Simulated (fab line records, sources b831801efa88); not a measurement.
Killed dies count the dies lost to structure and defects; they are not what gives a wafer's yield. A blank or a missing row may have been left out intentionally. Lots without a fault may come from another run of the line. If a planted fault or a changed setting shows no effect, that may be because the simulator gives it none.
2 desks, one fault ; flow sky130 ; what lay behind the numbers comes last; until then each desk has only its own

== METROLOGY DESK ==
Means of the sampled wafers that have a number, per lot and without regard to the tool the lot ran on: this is what the gauges read. Marked OUT: a lot whose mean sits more than 4 standard deviations from the usual mean, which makes it out of limits; the brackets give that distance.
Columns: A = CAPM_TIN_RS at SKY_CAPM_RS_MEAS_03, usual 6.86 ohm/sq; B = CAP2M_TIN_RS at SKY_CAP2M_RS_MEAS_03, usual 6.95 ohm/sq
lot;first seen here;A;B
L245;day 36 15:40;6.80;7.04
L247;day 37 07:14;6.87;6.93
L250;day 38 03:00;6.73;6.94
L253;day 39 09:33;6.84;6.98
L255;day 40 03:47;6.85;6.88
L257;day 40 16:17;6.93;7.01
L263;day 42 04:32;6.81;6.99
L265;day 43 05:14;6.81;6.92
L266;day 43 13:14;6.77;6.99
L267;day 43 14:50;6.88;7.00
L268;day 43 21:51;6.84;6.85
This desk found nothing out of limits on any of the 11 lots.

== FOR THE TOOL OWNER'S DESK: rie diel-03 ==
The tool's own readings at SKY_VIA3_ETCH_15 (etches SiO2 in C4F8/O2/Ar, stops on TiN, target depth 507 nm, time 78 s): means of the sampled wafers that have a number, for each lot that ran on this tool. Marked OUT: a lot whose mean sits more than 4 standard deviations from the usual mean, which makes it out of limits; the brackets give that distance.
Columns: A = oes product au at SKY_VIA3_ETCH_15, usual 0.946 a.u.; B = run length s at SKY_VIA3_ETCH_15, usual 106.4 s
lot;first seen here;A;B
L245;day 40 00:34;0.945;106.5
L250;day 41 09:10;0.945;106.5
L253;day 42 13:38;0.948;106.3
L255;day 43 07:43;0.820 (-28) OUT;131.6 (+65) OUT
L257;day 43 18:28;0.762 (-41) OUT;144.0 (+96) OUT
L266;day 46 12:19;0.941;106.4
L268;day 46 16:34;0.949;106.7
This desk's verdict: out of limits on L255, L257, starting with L255 at day 43 07:43 (oes product au at SKY_VIA3_ETCH_15). L245, L250, L253, L266, L268 stayed within limits.

== ALL TOGETHER ==
The tool owner's desk had the chance to raise an alarm at day 43 07:43 on L255, L257.
Metrology desk: nothing out of limits seen.
The metrology desk holds a record of L255, L257, inside its limits.
Of the lots named, all ran SKY_VIA3_ETCH_15 on rie diel-03.

== WHAT HAD BEEN PUT IN BY THE SIMULATOR ==
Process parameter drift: rie diel-03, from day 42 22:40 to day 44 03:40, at SKY_VIA3_ETCH_15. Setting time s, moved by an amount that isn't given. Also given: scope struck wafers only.
Shown lots that were struck: L255, L257.
How many hours passed from the start of the fault until each desk's first out-of-limits reading: the tool owner's desk, 9.
